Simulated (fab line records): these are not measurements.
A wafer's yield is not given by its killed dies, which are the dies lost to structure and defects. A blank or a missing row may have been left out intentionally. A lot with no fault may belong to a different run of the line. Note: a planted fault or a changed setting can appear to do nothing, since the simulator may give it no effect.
fab line records -- flow sky130
[record] lots = 6, wafers = 18, lastDay = 49
route steps=708 shown CONTACT@425 METAL1@434 PAD_OPEN@708
lots with no fault: from the same line, run without faults
startH: start of the lot's first displayed wafer, in hours after the record's first day -- waitH: hours from the lot's prior step to this one -- " same as the row above -- L1.1+2: one row covering several wafers at once -- - no value present, or no start provided -- * or withheld: withheld -- < > ~ a bound
route shown NAME@n: names a module that has steps shown in the file, with the first one's number in the route -- usual: mean/standard deviation taken from wafers without a fault -- same: alike in all rows -- chamber/n: place in a boat -- sites: the reading at each site -- _std_site: their standard deviation -- _edge_site: inner sites' mean taken away from outer sites' mean -- radiusMm: for every site, how far away it sits from the centre of the wafer -- mask NAME#n: copy n -- behind: the most recent tool/chamber to have shaped the wafer -- hold: why the lot was held/for how many hours/how that ended -- device: whichever transistor did not switch (one of n, p or np) -- end of line: the route-end tests of the same wafers -- a step given without rows: its recipe and nothing more -- killed: dies that structure and defects cost at the first sort, which is not the same as the wafer's yield -- map: the dies of a wafer, with x for killed, . for not killed, _ for no die there
set.NAME: the setting that was run; set.NAME@STEP: the one run at that earlier step -- model.NAME: the simulator's own value behind a step, which no gauge read
certain route steps with their lots: each step a table, each wafer a row
services: a tool's chamber out of use, with start hour (startH, from the record's first day; less than 0 if before it), hours out, and reason
[[steps]]
[step SKY_CONTACT_STRIP_19]
[recipe] chemistry = O2/N2, powerW = 1400, pressureMtorr = 1500, platenTempC = withheld, o2FlowSccm = 3000, n2FlowSccm = 300, overashFraction = 0.5
[usual] drypumpMotorCurrentA = 5.8/0.51, oesProductAu = 0.381/0.0049, stripTimeToEndpointS = 3.629/0.027
[same] overashFraction = 0.5
lot.wafer,tool,chamber,startH,waitH,drypumpMotorCurrentA,oesProductAu,rfHoursCounterH,stripTimeToEndpointS
L361.3,plasmaAsher-02,1,805.17,-,6.3,0.380,-,3.568
L361.4,plasmaAsher-02,0,805.17,-,5.3,0.381,-,3.580
L361.5,plasmaAsher-02,1,805.17,-,6.3,0.382,-,3.613
L364.1,plasmaAsher-01,0,819.77,-,5.4,0.375,39,3.656
L364.2,plasmaAsher-01,1,819.77,-,6.1,0.384,39,3.622
L364.3,plasmaAsher-01,0,819.77,-,5.3,0.377,-,3.617
L365.2,plasmaAsher-04,0,829.54,-,5.3,0.387,8,3.622
L365.4,plasmaAsher-04,1,829.54,-,6.4,0.375,-,3.635
L365.5,plasmaAsher-04,1,829.54,-,6.5,0.370,-,3.614
L366.1,plasmaAsher-04,0,844.07,-,5.3,0.374,10,3.599
L366.2,plasmaAsher-04,1,844.07,-,6.4,0.388,10,3.677
L366.5,plasmaAsher-04,1,844.07,-,6.4,0.379,-,3.628
L370.4,plasmaAsher-02,0,863.99,-,5.3,0.379,-,3.649
L370.5,plasmaAsher-02,0,863.99,-,5.3,0.384,-,3.606
L370.6,plasmaAsher-02,1,863.99,-,6.4,0.385,-,3.658
L369.1,plasmaAsher-04,0,865.96,-,5.3,0.379,12,3.608
L369.2,plasmaAsher-04,1,865.96,-,6.4,0.375,12,3.671
L369.6,plasmaAsher-04,0,865.96,-,5.3,0.383,-,3.655
[step SKY_CONTACT_STRIP_20]
[recipe] chemistry = postEtchResidueRemover, timeS = 1200, tempC = 72.5
[step SKY_CONTACT_CLEAN_21]
[recipe] chemistry = IPA, timeS = 180, tempC = 25
[step SKY_CONTACT_CLEAN_22]
[recipe] chemistry = O3/DIW, dry = n2Spin
[step SKY_CONTACT_SPUTTER_23]
[recipe] material = TiN, targetThkNm = 20, chamberPressurePa = 5, powerW = 4000, timeS = 80
[step SKY_CONTACT_CVD_24]
[recipe] material = W, targetThkNm = 340, timeS = 102.12, tempC = 400, pressureTorr = 40
[step SKY_CONTACT_RS_MEAS_25]
[recipe] thkMeasGauge = four-point-probe, reads = W_of_CONTACT_CVD_24+TiN_of_CONTACT_SPUTTER_23
[usual] CONTACT_W_RS = 0.337/0.0044
lot.wafer,tool,chamber,startH,waitH,CONTACT_W_RS[ohm/sq]
L361.3,filmMetro-04,-,805.94,0.1,0.339
L361.4,filmMetro-04,-,805.94,0.1,0.333
L361.5,filmMetro-04,-,805.94,0.1,0.334
L364.1,filmMetro-03,-,820.53,0.1,0.341
L364.2,filmMetro-03,-,820.53,0.1,0.337
L364.3,filmMetro-03,-,820.53,0.1,0.341
L365.2,filmMetro-02,-,830.32,0.1,0.335
L365.4,filmMetro-02,-,830.32,0.1,0.339
L365.5,filmMetro-02,-,830.32,0.1,0.339
L366.1,filmMetro-04,-,844.92,0.1,0.339
L366.2,filmMetro-04,-,844.92,0.1,0.332
L366.5,filmMetro-04,-,844.92,0.1,0.332
L370.4,filmMetro-03,-,864.79,0.1,0.334
L370.5,filmMetro-03,-,864.79,0.1,0.329
L370.6,filmMetro-03,-,864.79,0.1,0.334
L369.1,filmMetro-03,-,866.75,0.1,0.335
L369.2,filmMetro-03,-,866.75,0.1,0.338
L369.6,filmMetro-03,-,866.75,0.1,0.333
[step SKY_CONTACT_THK_MEAS_26]
[recipe] thkMeasGauge = xrf, reads = W_of_CONTACT_CVD_24
[usual] CONTACT_W_THK = 340/5
lot.wafer,tool,chamber,startH,waitH,CONTACT_W_THK[nm]
L361.3,filmMetro-04,-,806.04,0.1,341
L361.4,filmMetro-04,-,806.04,0.1,347
L361.5,filmMetro-04,-,806.04,0.1,346
L364.1,filmMetro-03,-,820.65,0.1,335
L364.2,filmMetro-03,-,820.65,0.1,339
L364.3,filmMetro-03,-,820.65,0.1,337
L365.2,filmMetro-02,-,830.43,0.1,339
L365.4,filmMetro-02,-,830.43,0.1,334
L365.5,filmMetro-02,-,830.43,0.1,333
L366.1,filmMetro-04,-,845.04,0.1,342
L366.2,filmMetro-04,-,845.04,0.1,349
L366.5,filmMetro-04,-,845.04,0.1,353
L370.4,filmMetro-03,-,864.88,0.1,343
L370.5,filmMetro-03,-,864.88,0.1,346
L370.6,filmMetro-03,-,864.88,0.1,343
L369.1,filmMetro-03,-,866.87,0.1,339
L369.2,filmMetro-03,-,866.87,0.1,338
L369.6,filmMetro-03,-,866.87,0.1,342
[step SKY_CONTACT_CMP_27]
[recipe] stopOn = SiO2, tOverpolishS = 15, downForcePsi = 3.5, platenRpm = 60, targetThkNm = 0, padVelocityMS = 0.94248
[usual] edgeZonePressureFrac = 1.000/0.0045, motorCurrentA = 10.4/1.2, overpolishRunS = 14.999/0.0089, slurryFlowMlMin = 150.1/0.43, timeToEndpointS = 83/3.7
lot.wafer,tool,chamber,startH,waitH,edgeZonePressureFrac,motorCurrentA,overpolishRunS,slurryFlowMlMin,timeToEndpointS
L361.3,cmp-02,2,806.08,0.0,1.005,12.8,15.007,149.4,80
L361.4,cmp-02,3,806.08,0.0,1.001,11.7,14.994,149.7,87
L361.5,cmp-02,2,806.08,0.0,1.003,11.9,14.991,149.9,82
L364.3,cmp-01,0,820.71,0.0,1.003,11.7,14.991,150.1,80
L364.2,cmp-01,2,820.71,0.0,1.004,8.8,15.008,149.1,87
L364.1,cmp-01,3,820.71,0.0,0.999,10.9,15.011,150.0,78
L365.2,cmp-01,1,830.53,0.1,0.995,8.5,14.994,149.7,86
L365.4,cmp-01,2,830.53,0.1,1.004,8.9,14.993,150.0,84
L365.5,cmp-01,1,830.53,0.1,0.995,8.8,14.996,150.0,83
L366.1,cmp-02,2,845.10,0.1,0.993,12.2,14.987,150.6,75
L366.2,cmp-02,3,845.10,0.1,0.998,11.5,15.022,149.5,82
L366.5,cmp-02,2,845.10,0.1,0.995,12.3,14.995,150.6,82
L370.4,cmp-02,3,865.01,0.1,0.997,11.9,14.993,150.0,83
L370.5,cmp-02,1,865.01,0.1,1.001,10.4,15.013,149.0,89
L370.6,cmp-02,2,865.01,0.1,0.998,12.7,15.007,150.5,81
L369.2,cmp-01,1,866.93,0.0,0.999,8.8,14.992,150.7,85
L369.1,cmp-01,0,866.93,0.0,0.992,11.3,15.006,149.9,85
L369.6,cmp-01,2,866.93,0.0,1.008,9.4,15.007,150.0,88
[step SKY_METAL1_SPUTTER_00]
[recipe] material = Ti, targetThkNm = 15, powerW = 3000, timeS = 10, chamberPressurePa = 0.4
[usual] throttleValvePct = 30.3/0.87
lot.wafer,tool,chamber,startH,waitH,throttleValvePct
L361.3,pvdSputter-01,-,806.38,0.2,31.7
L361.4,pvdSputter-01,-,806.38,0.2,29.0
L361.5,pvdSputter-01,-,806.38,0.2,29.3
L364.1,pvdSputter-02,-,821.03,0.1,30.7
L364.2,pvdSputter-02,-,821.03,0.1,29.6
L364.3,pvdSputter-02,-,821.03,0.1,30.7
L365.2,pvdSputter-01,-,830.80,0.2,29.1
L365.4,pvdSputter-01,-,830.80,0.2,31.3
L365.5,pvdSputter-01,-,830.80,0.2,31.1
L366.1,pvdSputter-01,-,845.40,0.2,29.1
L366.2,pvdSputter-01,-,845.40,0.2,31.0
L366.5,pvdSputter-01,-,845.40,0.2,31.1
L370.4,pvdSputter-02,-,865.21,0.1,30.8
L370.5,pvdSputter-02,-,865.21,0.1,30.3
L370.6,pvdSputter-02,-,865.21,0.1,29.9
L369.1,pvdSputter-02,-,867.23,0.1,30.6
L369.2,pvdSputter-02,-,867.23,0.1,29.5
L369.6,pvdSputter-02,-,867.23,0.1,30.2
[step SKY_METAL1_SPUTTER_01]
[recipe] material = TiN, targetThkNm = 20, powerW = 6500, timeS = 16.7, chamberPressurePa = 0.4
[usual] throttleValvePct = 30.2/0.84
lot.wafer,tool,chamber,startH,waitH,throttleValvePct
L361.3,pvdSputter-01,-,806.40,0.0,31.4
L361.4,pvdSputter-01,-,806.40,0.0,28.9
L361.5,pvdSputter-01,-,806.40,0.0,29.5
L364.1,pvdSputter-02,-,821.05,0.0,30.9
L364.2,pvdSputter-02,-,821.05,0.0,29.8
L364.3,pvdSputter-02,-,821.05,0.0,30.3
L365.2,pvdSputter-01,-,830.82,0.0,29.1
L365.4,pvdSputter-01,-,830.82,0.0,31.3
L365.5,pvdSputter-01,-,830.82,0.0,31.0
L366.1,pvdSputter-01,-,845.42,0.0,28.9
L366.2,pvdSputter-01,-,845.42,0.0,31.1
L366.5,pvdSputter-01,-,845.42,0.0,31.3
L370.4,pvdSputter-02,-,865.23,0.0,30.7
L370.5,pvdSputter-02,-,865.23,0.0,30.4
L370.6,pvdSputter-02,-,865.23,0.0,29.8
L369.1,pvdSputter-02,-,867.25,0.0,30.9
L369.2,pvdSputter-02,-,867.25,0.0,30.0
L369.6,pvdSputter-02,-,867.25,0.0,30.3
[step SKY_METAL1_SPUTTER_02]
[recipe] material = AlCu, targetThkNm = 250, powerW = 10600, timeS = 13.3, chamberPressurePa = 0.4
[step SKY_METAL1_SPUTTER_03]
[recipe] material = Ti, targetThkNm = 5, powerW = 3000, timeS = 3.3, chamberPressurePa = 0.4
[usual] throttleValvePct = 30.2/0.86
lot.wafer,tool,chamber,startH,waitH,throttleValvePct,model.Ti_of_METAL1_SPUTTER_03.thkNm
L361.3,pvdSputter-01,-,806.45,0.0,31.7,5.118
L361.4,pvdSputter-01,-,806.45,0.0,28.9,5.284
L361.5,pvdSputter-01,-,806.45,0.0,29.1,5.143
L364.1,pvdSputter-02,-,821.10,0.0,30.2,5.077
L364.2,pvdSputter-02,-,821.10,0.0,29.7,5.009
L364.3,pvdSputter-02,-,821.10,0.0,30.4,4.989
L365.2,pvdSputter-01,-,830.87,0.0,28.9,3.665
L365.4,pvdSputter-01,-,830.87,0.0,31.1,3.564
L365.5,pvdSputter-01,-,830.87,0.0,31.0,3.611
L366.1,pvdSputter-01,-,845.47,0.0,28.9,3.755
L366.2,pvdSputter-01,-,845.47,0.0,31.0,3.564
L366.5,pvdSputter-01,-,845.47,0.0,31.2,3.583
L370.4,pvdSputter-02,-,865.28,0.0,30.6,4.976
L370.5,pvdSputter-02,-,865.28,0.0,30.1,4.999
L370.6,pvdSputter-02,-,865.28,0.0,29.8,5.247
L369.1,pvdSputter-02,-,867.30,0.0,30.7,4.909
L369.2,pvdSputter-02,-,867.30,0.0,29.8,4.917
L369.6,pvdSputter-02,-,867.30,0.0,30.4,4.952
[step SKY_METAL1_SPUTTER_04]
[recipe] material = TiN, targetThkNm = 70, powerW = 6500, timeS = 58.3, chamberPressurePa = 0.4
[usual] throttleValvePct = 30.3/0.85
lot.wafer,tool,chamber,startH,waitH,throttleValvePct
L361.3,pvdSputter-01,-,806.47,0.0,31.8
L361.4,pvdSputter-01,-,806.47,0.0,29.3
L361.5,pvdSputter-01,-,806.47,0.0,29.2
L364.1,pvdSputter-02,-,821.12,0.0,30.6
L364.2,pvdSputter-02,-,821.12,0.0,29.8
L364.3,pvdSputter-02,-,821.12,0.0,30.3
L365.2,pvdSputter-01,-,830.89,0.0,29.2
L365.4,pvdSputter-01,-,830.89,0.0,31.0
L365.5,pvdSputter-01,-,830.89,0.0,31.4
L366.1,pvdSputter-01,-,845.49,0.0,29.0
L366.2,pvdSputter-01,-,845.49,0.0,30.9
L366.5,pvdSputter-01,-,845.49,0.0,31.1
L370.4,pvdSputter-02,-,865.30,0.0,30.7
L370.5,pvdSputter-02,-,865.30,0.0,30.3
L370.6,pvdSputter-02,-,865.30,0.0,30.3
L369.1,pvdSputter-02,-,867.32,0.0,30.6
L369.2,pvdSputter-02,-,867.32,0.0,29.6
L369.6,pvdSputter-02,-,867.32,0.0,30.3
[step SKY_PAD_OPEN_PROBE_99]
[usual] defectLimitedYield = 82.4/1.9, killed_at_M0_to_M3 = 43/7.1, killed_at_M4_up = 3.2/1.7, killedAtContacts = 24/5.6, killedAtFrontEnd = 16/5, killedAtOther = 0.4/0.68, killedDies = 86/9.3, killedOpen = 47/7.1, killedShort = 39/5.7, sort_bin_3_pad_short = 0.9/0.38, sort_bin_5_function = 10.4/1.5, sort_bin_6_memory = 6.3/1.3, sortNPass = 406/9.3, sortYieldPct = 82.4/1.9
[same] grossDies = 492, killedAtBackSide = 0, sort_bin_4_leakage[%] = 0, sort_bin_8_speed[%] = 0
lot.wafer,tool,chamber,startH,waitH,defectLimitedYield[%],killed_at_M0_to_M3,killed_at_M4_up,killedAtContacts,killedAtFrontEnd,killedAtOther,killedDies,killedOpen,killedShort,sort_bin_3_pad_short[%],sort_bin_5_function[%],sort_bin_6_memory[%],sortNPass,sortYieldPct[%]
L361.3,prober-02,-,1128.86,0.2,81.3,38,2,34,17,1,92,58,34,0.8,11.8,6.1,400,81.3
L361.4,prober-02,-,1128.91,0.2,82.9,38,2,22,21,1,84,36,47,0.6,7.7,8.7,408,82.9
L361.5,prober-02,-,1128.96,0.2,81.1,54,3,23,13,0,93,51,42,1.2,11.6,6.1,399,81.1
L364.1,prober-01,-,1139.91,0.1,82.7,38,3,27,17,0,85,42,43,0.4,9.8,7.1,407,82.7
L364.2,prober-01,-,1139.96,0.1,84.1,44,4,14,15,1,78,47,31,0.6,8.3,6.9,414,84.1
L364.3,prober-01,-,1140.01,0.2,83.1,42,3,26,11,1,83,41,42,0.8,8.9,7.1,409,83.1
L366.1,prober-01,-,1154.29,0.1,85.2,38,8,17,10,0,73,34,39,0.4,10.0,4.5,419,85.2
L366.2,prober-01,-,1154.34,0.1,80.3,39,5,36,17,0,97,49,48,1.2,12.2,6.3,395,80.3
L366.5,prober-01,-,1154.49,0.2,79.3,55,2,32,13,0,102,61,40,1.6,12.4,6.7,390,79.3
L369.1,prober-01,-,1171.66,0.1,79.1,55,2,32,13,1,103,57,45,1.6,10.4,8.9,389,79.1
L369.2,prober-01,-,1171.71,0.1,80.1,48,2,28,19,1,98,54,43,0.6,11.2,8.1,394,80.1
L369.6,prober-01,-,1171.91,0.2,83.3,42,1,15,24,0,82,49,33,0.6,10.4,5.7,410,83.3
// killed by level:class
L361.3 CONTACT:geometricParticle:open=12 VIA1:geometricParticle:open=9 VIA2:geometricParticle:open=8 LI_CONTACT:geometricParticle:open=7 CONTACT:geometricParticle:short=7 SPACER:geometricParticle:open=5 POLY_GATE:geometricParticle:open=4 METAL1:geometricParticle:short=4
L361.4 CONTACT:geometricParticle:open=9 CONTACT:geometricParticle:short=7 METAL1:geometricParticle:short=7 METAL2:geometricParticle:short=6 SPACER:geometricParticle:short=5 LI_CONTACT:geometricParticle:open=5 VIA1:geometricParticle:short=5 VIA1:geometricParticle:open=5
L361.5 VIA3:geometricParticle:open=11 VIA1:geometricParticle:open=10 CONTACT:geometricParticle:open=8 VIA2:geometricParticle:open=7 METAL2:geometricParticle:short=6 FIELD_ISO:geometricParticle:short=5 VIA1:geometricParticle:short=5 LI_CONTACT:geometricParticle:short=5
L364.1 LI_CONTACT:geometricParticle:open=8 CONTACT:geometricParticle:open=7 METAL2:geometricParticle:short=6 CONTACT:geometricParticle:short=6 VIA1:geometricParticle:open=6 VIA2:geometricParticle:open=6 FIELD_ISO:geometricParticle:open=5 FIELD_ISO:geometricParticle:short=4
L364.2 VIA1:geometricParticle:open=14 VIA1:geometricParticle:short=6 POLY_GATE:geometricParticle:open=5 LI_CONTACT:geometricParticle:open=5 METAL2:geometricParticle:open=5 VIA2:geometricParticle:open=4 METAL1:geometricParticle:short=4 CONTACT:geometricParticle:short=3
L364.3 VIA1:geometricParticle:open=12 CONTACT:geometricParticle:short=8 CONTACT:geometricParticle:open=7 METAL1:geometricParticle:short=6 VIA1:geometricParticle:short=5 FIELD_ISO:geometricParticle:short=4 LI_CONTACT:geometricParticle:short=4 LOCAL_INTERCONNECT:geometricParticle:short=4
L366.1 CONTACT:geometricParticle:open=6 METAL1:geometricParticle:short=6 VIA1:geometricParticle:short=5 METAL2:geometricParticle:short=5 VIA2:geometricParticle:open=5 POLY_GATE:geometricParticle:open=4 VIA1:geometricParticle:open=4 METAL4:geometricParticle:short=4
L366.2 CONTACT:geometricParticle:open=11 LOCAL_INTERCONNECT:geometricParticle:short=10 VIA1:geometricParticle:open=9 LI_CONTACT:geometricParticle:open=8 VIA2:geometricParticle:open=7 FIELD_ISO:geometricParticle:open=5 METAL2:geometricParticle:short=5 METAL4:geometricParticle:short=5
L366.5 CONTACT:geometricParticle:open=16 VIA1:geometricParticle:open=12 METAL1:geometricParticle:short=9 VIA3:geometricParticle:open=9 METAL2:geometricParticle:short=6 POLY_GATE:geometricParticle:open=5 LI_CONTACT:geometricParticle:open=5 VIA1:geometricParticle:short=5
L369.1 VIA1:geometricParticle:open=15 LI_CONTACT:geometricParticle:open=10 VIA2:geometricParticle:open=9 CONTACT:geometricParticle:open=8 CONTACT:geometricParticle:short=6 METAL1:geometricParticle:short=6 METAL2:geometricParticle:short=5 VIA3:geometricParticle:open=5
L369.2 CONTACT:geometricParticle:open=9 VIA3:geometricParticle:open=9 LOCAL_INTERCONNECT:geometricParticle:short=8 VIA1:geometricParticle:open=8 LI_CONTACT:geometricParticle:open=7 METAL2:geometricParticle:short=7 FIELD_ISO:geometricParticle:open=6 METAL1:geometricParticle:short=5
L369.6 VIA1:geometricParticle:open=11 FIELD_ISO:geometricParticle:short=9 VIA2:geometricParticle:open=9 FIELD_ISO:geometricParticle:open=8 CONTACT:geometricParticle:open=8 VIA2:geometricParticle:short=4 POLY_GATE:geometricParticle:open=3 VIA1:geometricParticle:short=3
[[services]]
tool,chamber,startH,hours,kind
cmp-01,-,792.25,5.1,pm
plasmaAsher-02,-,797.85,5.8,repair
cmp-01,-,798.81,1.1,repair
pvdSputter-01,-,813.63,1.2,repair
pvdSputter-02,-,831.83,20.9,repair
pvdSputter-02,-,839.97,14.8,repair
plasmaAsher-04,-,841.65,2.1,repair
cmp-01,-,848.83,0.5,repair
plasmaAsher-01,-,862.54,3.6,repair
[[key]]
firstSign none at tools or gauges
[modelEffect] step = SKY_METAL1_SPUTTER_03, value = Ti_of_METAL1_SPUTTER_03.thkNm, without = 4.916, struck = 3.624
metAt SKY_METAL1_SPUTTER_03
struckWafers L365.2,L365.4,L365.5,L366.1,L366.2,L366.5
onsetBetween 806.45 830.87
alsoFits SKY_METAL1_SPUTTER_00:pvdSputter-01,SKY_METAL1_SPUTTER_01:pvdSputter-01
[fault] kind = processParameterDrift, tool = pvdSputter-01, chamber = -, onsetH = 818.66, steps = SKY_METAL1_SPUTTER_03, channel = targetThkNm, offset = -1.2917, shape = step, endH = 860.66, actsIn = theseRecipesOnly, stated = 5
